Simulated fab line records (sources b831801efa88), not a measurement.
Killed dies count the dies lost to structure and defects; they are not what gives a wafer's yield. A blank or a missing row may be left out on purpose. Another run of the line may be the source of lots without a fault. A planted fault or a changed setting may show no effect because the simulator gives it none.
A struck lot beside a sound one	flow sky130	43 steps out of a route of 708
Sound: wafers L612.1, L612.3, L612.6. Wafers L618.1, L618.4, L618.6 were the ones struck. The cause comes at the end.
Per side, at each step with rows, come the tool, then ch with its chambers, and then its first start. Under that, the readings that differ: sound wafers	struck wafers	difference of the means	sigmas: that difference in standard deviations of wafers without a fault.
alike: readings whose means differ by less than 2 such deviations, and words and numbers that are the same on both sides. not compared: withheld readings, readings that some wafer has no value for, bounds like >300 that may hide the same value, and numbers for which the record gives no deviation and whose values overlap.
The two part at a step that has a row with sigmas, a row that says differs or no value, or rows on one side only. Non-overlapping numbers with no deviation appear without sigmas and do not part them. A reading missing from all wafers of one side parts the sides only when that side holds two or more wafers.

SKY_FIELD_ISO_ETCH_17: etches Si in HBr/Cl2/O2, target depth 342 nm, time 97.7 s.
  sound on rie-si-02 ch 2,3, day 2 21:55; struck on rie-si-02 ch 1,3, day 4 04:11
  alike: drypump-motor-current-A, he-backside-leak-sccm, oes-product-au, throttle-valve-pct
  not compared: rf-hours-counter-h
then, 5 steps without rows for these wafers: SKY_FIELD_ISO_WET_ETCH_18 (etches Si3N4 in H3PO4, target depth 25 nm, time 286 s); SKY_FIELD_ISO_CLEAN_19 (cleans in SC1/SC2, time 150 s); SKY_FIELD_ISO_CLEAN_20 (cleans in dHF, time 20 s); SKY_FIELD_ISO_WET_ETCH_21 (etches SiO2 in dHF, target depth 20 nm, time 400 s); SKY_FIELD_ISO_OXIDATION_22 (stabilise 600 s, purge 300 s, target thk 10 nm).
SKY_FIELD_ISO_THK_MEAS_23:
  struck on film-metro-03, day 4 05:54; sound on film-metro-03, day 3 00:39
  alike: FIELD_ISO_OXIDATION_01_THK
then, 1 step without rows for these wafers: SKY_FIELD_ISO_CVD_24 (deposits SiO2, target thk 595 nm, time 99.2 s).
SKY_FIELD_ISO_THK_MEAS_25:
  struck on film-metro-01, day 4 06:02; sound on film-metro-01, day 3 00:47
  alike: FIELD_ISO_CVD_24_THK
then, 1 step without rows for these wafers: SKY_FIELD_ISO_ANNEAL_26 (time 1800 s).
SKY_FIELD_ISO_CMP_27: polishes, stops on Si3N4, t overpolish 16 s, target thk 457.8 nm.
  sound on cmp-01 ch 1,2, day 3 02:20; struck on cmp-01 ch 1,2, day 4 07:38
  alike: motor-current-A, overpolish-run-s, slurry-flow-ml-min, time-to-endpoint-s
then, 1 step without rows for these wafers: SKY_FIELD_ISO_WET_ETCH_28 (etches SiO2 in dHF, target depth 23.7 nm, time 47 s).
SKY_FIELD_ISO_WET_ETCH_29: etches Si3N4 in H3PO4, target depth 160 nm, time 1825 s.
  sound on wet-bench-02 ch 2, day 3 02:40; struck on wet-bench-03 ch 3, day 4 07:55
then, 3 steps without rows for these wafers: SKY_FIELD_ISO_WET_ETCH_30 (etches SiO2 in dHF, target depth 25 nm, time 50 s); SKY_NWELL_CLEAN_00 (cleans in SC1/SC2, time 150 s); SKY_NWELL_OXIDATION_01 (stabilise 600 s, purge 300 s, target thk 10 nm).
SKY_NWELL_THK_MEAS_02:
  struck on film-metro-02, day 4 11:02; sound on film-metro-03, day 3 06:16
  alike: NWELL_OXIDATION_THK
then, 8 steps without rows for these wafers: SKY_DNWELL_DEHYDRATE_00 (time 60 s); SKY_DNWELL_HMDS_01 (prime time 60 s); SKY_DNWELL_COAT_02 (resist thk 3000 nm); SKY_DNWELL_SOFTBAKE_03; SKY_DNWELL_EXPOSE_04 (exposes mask DNM, target cd 3000 nm); SKY_DNWELL_PEB_05; SKY_DNWELL_DEVELOP_06 (develop time 60 s); SKY_DNWELL_IMPLANT_07.
SKY_DNWELL_STRIP_08: strips in O2/N2.
  sound on plasma-asher-03 ch 0,1, day 3 22:07; struck on plasma-asher-04 ch 0, day 5 04:22
  alike: drypump-motor-current-A, o2-flow-sccm, oes-product-au, strip-time-to-endpoint-s
  not compared: rf-hours-counter-h
SKY_DNWELL_TW_MEAS_09:
  struck on film-metro-02, day 5 04:28; sound on film-metro-03, day 3 22:13
  alike: DNWELL_TW
then, 7 steps without rows for these wafers: SKY_PWDE_DEHYDRATE_00 (time 60 s); SKY_PWDE_HMDS_01 (prime time 60 s); SKY_PWDE_COAT_02 (resist thk 3000 nm); SKY_PWDE_SOFTBAKE_03; SKY_PWDE_EXPOSE_04 (exposes mask PWDEM, target cd 840 nm); SKY_PWDE_PEB_05; SKY_PWDE_DEVELOP_06 (develop time 60 s).
SKY_PWDE_OVL_MEAS_07:
  struck on overlay-02, day 5 21:37; sound on overlay-01, day 4 13:49
  alike: PWDE_OVL
then, 1 step without rows for these wafers: SKY_PWDE_IMPLANT_08.
SKY_PWDE_STRIP_09: strips in O2/N2.
  sound on plasma-asher-02 ch 0,1, day 4 14:00; struck on plasma-asher-01 ch 0,1, day 5 21:49
  alike: drypump-motor-current-A, o2-flow-sccm, oes-product-au, strip-time-to-endpoint-s
  not compared: rf-hours-counter-h
SKY_PWDE_TW_MEAS_10:
  struck on film-metro-02, day 5 21:55; sound on film-metro-03, day 4 14:06
  alike: PWDE_TW
then, 4 steps without rows for these wafers: SKY_NWELL_DEHYDRATE_03 (time 60 s); SKY_NWELL_HMDS_04 (prime time 60 s); SKY_NWELL_COAT_05 (resist thk 3000 nm); SKY_NWELL_SOFTBAKE_06.
-- the record jumps here: 42 days lie between the struck wafers' starts before and after (it left off in module NWELL and takes up again in module PAD_OPEN, whose first step shown is number 708 of the route) --
SKY_PAD_OPEN_PROBE_99:
  struck on prober-02, day 48 02:05; sound on prober-02, day 46 14:26
reading	sound	struck	difference	sigmas
hold	- - -	await-dispo/5.1h/release await-dispo/5.1h/release await-dispo/5.1h/release	no value on the sound wafers	
killed-at-front-end	14 16 16	76 75 71	+59	+12
killed-dies	81 83 106	154 134 126	+48	+5
  alike: killed_at_M0_to_M3, killed_at_M4_up, killed-at-contacts, killed-at-other, killed-open, killed-short

== WHERE THEY PART ==
SKY_PAD_OPEN_PROBE_99 only, going by this record.

WHY: the cause the simulator had injected
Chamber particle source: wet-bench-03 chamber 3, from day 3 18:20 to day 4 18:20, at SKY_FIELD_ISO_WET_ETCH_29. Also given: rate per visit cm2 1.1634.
